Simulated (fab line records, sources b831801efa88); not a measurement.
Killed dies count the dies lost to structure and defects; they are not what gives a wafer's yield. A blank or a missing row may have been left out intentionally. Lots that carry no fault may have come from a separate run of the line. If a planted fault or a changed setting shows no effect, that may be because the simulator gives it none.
A struck lot beside a sound one -- flow sky130 -- 17 steps out of a route of 708
Sound: these wafers, L798.1, L798.2, L798.4. Wafers struck: L800.1, L800.2, L800.5. At the end, the cause is stated.
For every step that has rows: the tool of each side, followed by ch and its chambers, followed by its first start. Under that, the readings that differ: sound wafers -- struck wafers -- difference of the means -- sigmas: that difference in standard deviations of wafers without a fault.
alike: same words and numbers on both sides, and readings whose means sit less than 2 such deviations apart. not compared: any withheld reading, any reading some wafer has no value for, any bound like >300 that may hide the same value, and any number with overlapping values for which the record gives no deviation.
The two part at a step that has a row with sigmas, a row that says differs or no value, or rows on one side only. Non-overlapping numbers with no deviation appear without sigmas and do not part them. A reading that every wafer of one side lacks parts them only if that side has two wafers or more.

first, 1 step without rows for these wafers: SKY_FIELD_ISO_ANNEAL_26 (time 1800 s).
SKY_FIELD_ISO_CMP_27: polishes, stops on Si3N4, t overpolish 16 s, target thk 457.8 nm.
  sound on cmp-01 ch 0,1,3, day 3 23:25; struck on cmp-02 ch 0,2,3, day 4 11:24
  alike: motor current A, overpolish run s, time to endpoint s
then, 5 steps without rows for these wafers: SKY_FIELD_ISO_WET_ETCH_28 (etches SiO2 in dHF, target depth 23.7 nm, time 47 s); SKY_FIELD_ISO_WET_ETCH_29 (etches Si3N4 in H3PO4, target depth 160 nm, time 1825 s); SKY_FIELD_ISO_WET_ETCH_30 (etches SiO2 in dHF, target depth 25 nm, time 50 s); SKY_NWELL_CLEAN_00 (cleans in SC1/SC2, time 150 s); SKY_NWELL_OXIDATION_01 (stabilise 600 s, purge 300 s, target thk 10 nm).
SKY_NWELL_THK_MEAS_02:
  sound on film metro-01, day 4 04:21; struck on film metro-04, day 4 13:56
  alike: NWELL_OXIDATION_THK
then, 4 steps without rows for these wafers: SKY_DNWELL_DEHYDRATE_00 (time 60 s); SKY_DNWELL_HMDS_01 (prime time 60 s); SKY_DNWELL_COAT_02 (resist thk 3000 nm); SKY_DNWELL_SOFTBAKE_03.
SKY_DNWELL_EXPOSE_04: exposes mask DNM, target cd 3000 nm.
  sound on iline stepper-02 ch 0, day 4 13:15; struck on iline stepper-01 ch 0, day 4 23:07
reading,sound,struck,difference,sigmas
mask,DNM#0 DNM#0 DNM#0,DNM_R1#0 DNM_R1#0 DNM_R1#0,differs,
then, 1 step without rows for these wafers: SKY_DNWELL_PEB_05.
SKY_DNWELL_DEVELOP_06: develop time 58.14 s.
  sound on litho track-04 ch 0; struck on litho track-03 ch 0
reading,sound,struck,difference,sigmas
model.DNWELL.cd nm (nm),2993 2994 2993,2399 2399 2398,-595,
then, 1 step without rows for these wafers: SKY_DNWELL_IMPLANT_07.
-- the record jumps here: 43 days lie between the struck wafers' starts before and after (it left off in module DNWELL and takes up again in module PAD_OPEN, whose first step shown is number 708 of the route) --
SKY_PAD_OPEN_PROBE_99:
  sound on prober-01, day 48 02:27; struck on prober-01, day 48 05:13
reading,sound,struck,difference,sigmas
model.etest.res deep nwell.width nm (nm),2997 3006 2993,2394 2398 2406,-599,
model.etest.res deep nwell.line ohm um,735.7 719.8 721.1,933.5 927.3 925.6,+203.3,
  alike: killed_at_M0_to_M3, killed_at_M4_up, killed at contacts, killed at front end, killed at other, killed dies, killed open, killed short

WHERE THEY PART
Only at SKY_DNWELL_EXPOSE_04, as far as this record shows. Later steps at which nothing parts them and some readings are alike: SKY_PAD_OPEN_PROBE_99.

WHY: what the simulator had put in
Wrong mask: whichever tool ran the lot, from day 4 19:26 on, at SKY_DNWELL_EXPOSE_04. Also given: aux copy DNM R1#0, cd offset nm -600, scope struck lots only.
